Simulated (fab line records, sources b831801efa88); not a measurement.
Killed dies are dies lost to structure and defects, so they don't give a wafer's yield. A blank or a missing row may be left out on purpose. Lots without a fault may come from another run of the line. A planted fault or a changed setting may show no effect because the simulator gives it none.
A struck lot beside a sound one | flow sky130 | 16 steps out of a route of 708
Sound: wafers L940.3, L940.4, L940.6. Struck: wafers L936.1, L936.4, L936.5. The cause comes at the end.
At each step with rows: each side's tool, then ch and its chambers, then its first start. Under that, the readings that differ: sound wafers | struck wafers | difference of the means | sigmas: that difference in standard deviations of wafers without a fault.
alike: readings whose means differ by less than 2 such deviations, and words and numbers that are the same on both sides. not compared: withheld readings, readings that some wafer has no value for, bounds like >300 that may hide the same value, and numbers for which the record gives no deviation and whose values overlap.
The two part at a step that has a row with sigmas, a row that says differs or no value, or rows on one side only. Numbers that don't overlap but have no deviation are shown without sigmas and don't part them. A reading that every wafer of one side lacks parts them only if that side has two wafers or more.

SKY_VT_ADJUST_HVTP_OVL_MEAS_08:
  sound on overlay-02, day 9 01:33; struck on overlay-02, day 8 00:43
  alike: VT_ADJUST_HVTP_OVL
then, 1 step without rows for these wafers: SKY_VT_ADJUST_HVTP_IMPLANT_09.
SKY_VT_ADJUST_HVTP_STRIP_10: strips in O2/N2.
  sound on plasma_asher-02 ch 0,1, day 9 01:46; struck on plasma_asher-03 ch 1, day 8 00:54
  alike: chamber_pressure_mTorr, drypump_motor_current_A, o2_flow_sccm, oes_product_au, strip_time_to_endpoint_s
  not compared: rf_hours_counter_h
SKY_VT_ADJUST_HVTP_TW_MEAS_11:
  sound on film_metro-01, day 9 01:50; struck on film_metro-04, day 8 01:00
  alike: VT_ADJUST_HVTP_TW
then, 7 steps without rows for these wafers: SKY_VT_ADJUST_LVTN_DEHYDRATE_00 (time 60 s); SKY_VT_ADJUST_LVTN_HMDS_01 (prime time 60 s); SKY_VT_ADJUST_LVTN_COAT_02 (resist thk 3000 nm); SKY_VT_ADJUST_LVTN_SOFTBAKE_03; SKY_VT_ADJUST_LVTN_EXPOSE_04 (exposes mask NWM COMPLEMENT LESS NATIVE, target cd 840 nm); SKY_VT_ADJUST_LVTN_PEB_05; SKY_VT_ADJUST_LVTN_DEVELOP_06 (develop time 60 s).
SKY_VT_ADJUST_LVTN_OVL_MEAS_07:
  sound on overlay-02, day 9 23:26; struck on overlay-01, day 8 22:06
  alike: VT_ADJUST_LVTN_OVL
SKY_VT_ADJUST_LVTN_IMPLANT_08:
  sound on implanter-01 ch 0, day 9 23:30; struck on implanter-01, day 8 22:08
  no value came back on the struck wafers for beam_energy_keV, beam_on_s (s); on the sound wafers beam_energy_keV reads 29.608 29.618 29.608
SKY_VT_ADJUST_LVTN_STRIP_09: strips in O2/N2.
  sound on plasma_asher-03 ch 0,1, day 9 23:38; struck on plasma_asher-03 ch 0,1, day 8 22:17
  alike: chamber_pressure_mTorr, drypump_motor_current_A, o2_flow_sccm, oes_product_au, strip_time_to_endpoint_s
  not compared: rf_hours_counter_h
SKY_VT_ADJUST_LVTN_TW_MEAS_10:
  sound on film_metro-03, day 9 23:43; struck on film_metro-01, day 8 22:23
  reading           | sound             | struck         | difference | sigmas
  VT_ADJUST_LVTN_TW | 242.8 243.2 243.2 | 29.8 29.7 29.8 | -213.3     | -89
then, 1 step without rows for these wafers: SKY_VT_ADJUST_LVTN_DEHYDRATE_11 (time 60 s).

WHERE THEY PART
First at SKY_VT_ADJUST_LVTN_IMPLANT_08; last, within this record, at SKY_VT_ADJUST_LVTN_TW_MEAS_10.

WHY: what the simulator had put in
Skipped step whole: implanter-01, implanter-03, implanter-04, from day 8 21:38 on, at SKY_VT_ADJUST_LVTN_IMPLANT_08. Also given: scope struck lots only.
